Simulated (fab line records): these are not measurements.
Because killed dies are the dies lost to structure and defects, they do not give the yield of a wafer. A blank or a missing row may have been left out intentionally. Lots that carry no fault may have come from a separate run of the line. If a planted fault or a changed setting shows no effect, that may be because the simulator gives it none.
Matching of chambers    flow gf180mcu    hdpcvd-01 running GF_V2_CVD_00: 3 sister chambers
The step deposits SiO2, target thk 600 nm, time 100 s. 6 wafers are shown with their chamber, then 8 later ones without.

EACH WAFER AND ITS CHAMBER
wafer   chamber  pressure mtorr (mTorr)  susceptor temp C (C)
L708.1  0        5.977                   399.94
L709.6  0        5.994                   399.88
L710.1  2        6.015                   400.27
L710.3  1        6.013                   399.88
L710.4  2        6.028                   399.67
L713.3  1        6.009                   399.93

WAFERS WITH NO CHAMBER GIVEN
wafer   pressure mtorr (mTorr)  susceptor temp C (C)
L713.5  5.999                   400.07
L713.6  5.990                   399.90
L723.2  5.982                   400.13
L723.4  5.992                   399.68
L723.6  6.018                   400.17
L725.1  5.974                   400.20
L725.2  6.002                   399.73
L725.6  5.985                   399.81

CHAMBER TAKEN BY EACH
wafer    from the rows above            in truth
L713.5   can't be placed: 1 or 0 or 2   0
L713.6   can't be placed: 0 or 1        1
L723.2   0                              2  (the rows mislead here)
L723.4   can't be placed: 0 or 1        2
L723.6   can't be placed: 2 or 1        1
L725.1   0                              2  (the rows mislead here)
L725.2   can't be placed: 1 or 0 or 2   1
L725.6   0                              0
Placed correctly: 1 of 8. These rows do not allow placing 5 (true chamber among the candidates in 4). Wrongly placed: 2.
How it was worked out, from the rows above alone: a wafer's distance from a chamber is the root of the sum, over the readings, of the square of ((its reading less the chamber's mean) divided by the reading's scatter). The wafer belongs to the nearest chamber; if the next one is less than 2 further off, it can't be placed. A chamber's mean is the mean of its shown wafers. How the scatter is found: for the shown wafers, subtract from each reading the mean of its chamber, square and add these, divide the total by (wafers less chambers), then take the root.
